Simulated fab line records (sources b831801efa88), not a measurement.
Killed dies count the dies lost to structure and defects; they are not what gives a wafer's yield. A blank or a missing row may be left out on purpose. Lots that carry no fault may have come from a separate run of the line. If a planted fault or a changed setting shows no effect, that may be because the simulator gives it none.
What tool caused it? -- flow gf180mcu -- 33 wafers from 11 lots sampled at 5 of the route's 602 steps

== WHAT EACH GAUGE READ, for each wafer ==
GF_V1_THK_MEAS_03. Usual: V1_CVD_02_THK 854 nm, standard deviation 11.
lot,measured,on,V1_CVD_02_THK (nm),flag
L138,day 17 09:31,filmMetro-02,864 876 857,
L139,day 17 16:57,filmMetro-03,856 860 863,
L140,day 18 06:48,filmMetro-02,843 840 856,
L141,day 18 07:07,filmMetro-03,832 862 853,
L143,day 19 05:59,filmMetro-03,845 863 865,
L145,day 19 23:38,filmMetro-03,844 858 877,
L149,day 21 03:56,filmMetro-03,858 860 861,
L150,day 21 16:40,filmMetro-03,840 842 854,
L151,day 22 01:47,filmMetro-03,796 841 850,
L158,day 24 08:39,filmMetro-03,844 834 859,
L159,day 24 15:58,filmMetro-02,860 851 854,

== TOOL THAT RAN EACH LOT (tool first, then ch and the chambers of the sampled wafers, then the start) ==
lot,GF_CONTACT_STRIP_18,GF_CONTACT_SPUTTER_22,GF_M1_SPUTTER_04,GF_V1_CVD_02
L138,"plasmaAsher-02 ch 0,1, day 16 08:26","pvdSputter-01, day 16 08:43","pvdSputter-04, day 16 09:34","pecvd-04 ch 1,2, day 17 09:26"
L139,"plasmaAsher-04 ch 0,1, day 16 15:53","pvdSputter-03, day 16 16:11","pvdSputter-02, day 16 17:04","pecvd-02 ch 0,1,2, day 17 16:52"
L140,"plasmaAsher-04 ch 0,1, day 17 05:26","pvdSputter-01, day 17 05:44","pvdSputter-04, day 17 06:37","pecvd-04 ch 0,1, day 18 06:44"
L141,"plasmaAsher-03 ch 0,1, day 17 05:49","pvdSputter-02, day 17 06:05","pvdSputter-02, day 17 06:57","pecvd-02 ch 1,2, day 18 07:01"
L143,"plasmaAsher-03 ch 0,1, day 18 04:13","pvdSputter-02, day 18 04:29","pvdSputter-01, day 18 05:20","pecvd-03 ch 0,2, day 19 05:55"
L145,"plasmaAsher-02 ch 0,1, day 18 20:54","pvdSputter-01, day 18 21:13","pvdSputter-04, day 18 22:04","pecvd-03 ch 0,1, day 19 23:32"
L149,"plasmaAsher-04 ch 0,1, day 20 02:03","pvdSputter-03, day 20 02:22","pvdSputter-04, day 20 03:13","pecvd-03 ch 0,1,2, day 21 03:52"
L150,"plasmaAsher-04 ch 0,1, day 20 14:53","pvdSputter-01, day 20 15:09","pvdSputter-01, day 20 16:01","pecvd-02 ch 0,2, day 21 16:34"
L151,"plasmaAsher-04 ch 0,1, day 21 00:15","pvdSputter-01, day 21 00:33","pvdSputter-01, day 21 01:25","pecvd-03 ch 0,1,2, day 22 01:43"
L158,"plasmaAsher-02 ch 0,1, day 23 07:56","pvdSputter-02, day 23 08:25","pvdSputter-02, day 23 09:22","pecvd-02 ch 0,2, day 24 08:34"
L159,"plasmaAsher-03 ch 0,1, day 23 15:53","pvdSputter-02, day 23 16:13","pvdSputter-01, day 23 17:14","pecvd-02 ch 0,1,2, day 24 15:54"
- GF_CONTACT_STRIP_18: strips in O2/N2.
- GF_CONTACT_SPUTTER_22: material Ti, target thk 15 nm, time 80.02 s.
- GF_M1_SPUTTER_04: material TiN, target thk 50 nm, time 41.7 s.
- GF_V1_CVD_02: deposits SiO2 from TEOS, target thk 850 nm, time 94.851 s.

== WHAT THE TOOLS THEMSELVES READ (means of the sampled wafers that have a number; where no wafer has one, the mark that the record gives instead) ==
GF_CONTACT_STRIP_18. Usual: drypumpMotorCurrentA 5.61 A, standard deviation 0.27; heaterPowerW 315 W, standard deviation 36; n2FlowSccm 300.1 sccm, standard deviation 0.88; oesProductAu 0.580 a.u., standard deviation 0.0046.
lot,tool,drypumpMotorCurrentA (A),heaterPowerW (W),n2FlowSccm (sccm),oesProductAu (a.u.),flag
L138,plasmaAsher-02,5.61,311,301.0,0.581,
L139,plasmaAsher-04,5.63,280,300.0,0.578,
L140,plasmaAsher-04,5.39,281,300.9,0.575,
L141,plasmaAsher-03,5.86,373,300.8,0.581,
L143,plasmaAsher-03,5.88,370,299.6,0.582,
L145,plasmaAsher-02,5.61,315,300.5,0.585,
L149,plasmaAsher-04,5.38,279,299.3,0.574,
L150,plasmaAsher-04,5.63,283,300.0,0.586,
L151,plasmaAsher-04,5.63,283,299.8,0.576,
L158,plasmaAsher-02,5.61,310,299.5,0.582,
L159,plasmaAsher-03,5.75,358,300.3,0.579,

GF_CONTACT_SPUTTER_22. Usual: throttleValvePct 29.6 %, standard deviation 0.97.
lot,tool,throttleValvePct (%),flag
L138,pvdSputter-01,29.8,
L139,pvdSputter-03,29.8,
L140,pvdSputter-01,30.7,
L141,pvdSputter-02,29.0,
L143,pvdSputter-02,29.0,
L145,pvdSputter-01,30.2,
L149,pvdSputter-03,29.8,
L150,pvdSputter-01,30.6,
L151,pvdSputter-01,30.7,
L158,pvdSputter-02,29.4,
L159,pvdSputter-02,29.1,

GF_M1_SPUTTER_04. Usual: throttleValvePct 29.7 %, standard deviation 0.99.
lot,tool,throttleValvePct (%),flag
L138,pvdSputter-04,29.3,
L139,pvdSputter-02,29.2,
L140,pvdSputter-04,29.9,
L141,pvdSputter-02,28.9,
L143,pvdSputter-01,30.1,
L145,pvdSputter-04,29.9,
L149,pvdSputter-04,28.8,
L150,pvdSputter-01,30.0,
L151,pvdSputter-01,29.9,
L158,pvdSputter-02,28.6,
L159,pvdSputter-01,29.8,

GF_V1_CVD_02. Usual: heaterPowerW 718 W, standard deviation 65; rfFwdPowerW 595.3 W, standard deviation 2.2.
lot,tool,heaterPowerW (W),rfFwdPowerW (W),flag
L138,pecvd-04,590,595.2,
L139,pecvd-02,722,595.9,
L140,pecvd-04,750,597.8,
L141,pecvd-02,725,593.9,
L143,pecvd-03,741,595.0,
L145,pecvd-03,713,593.8,
L149,pecvd-03,695,592.9,
L150,pecvd-02,746,596.0,
L151,pecvd-03,736,563.1,OFF
L158,pecvd-02,714,596.9,
L159,pecvd-02,665,594.2,

== THE ANSWER, worked out from the rows above alone ==
Rule: lot off if the mean of its wafers having a number is beyond 3 standard deviations from the usual mean. A lot without any number at a reading at which 4 lots or more have one is off too. The other lots that the step has rows for count as sound. The gauges are gone through in route order, then the tools' own readings, and for those a lot's mean is taken as printed above. The first step at which some lot is off is used, and at that step the reading that is off furthest; a lot without a number counts as furthest.
Off: L151 (GF_V1_CVD_02, rfFwdPowerW).
If a tool, at that step or one of the process steps before it, ran each lot that is off and ran no sound lot following the first of them, it fits. Can't be told from this: 3 tools fit, plasmaAsher-04 at GF_CONTACT_STRIP_18, pvdSputter-01 at GF_CONTACT_SPUTTER_22, pecvd-03 at GF_V1_CVD_02.

== WHAT HAD BEEN PUT IN BY THE SIMULATOR ==
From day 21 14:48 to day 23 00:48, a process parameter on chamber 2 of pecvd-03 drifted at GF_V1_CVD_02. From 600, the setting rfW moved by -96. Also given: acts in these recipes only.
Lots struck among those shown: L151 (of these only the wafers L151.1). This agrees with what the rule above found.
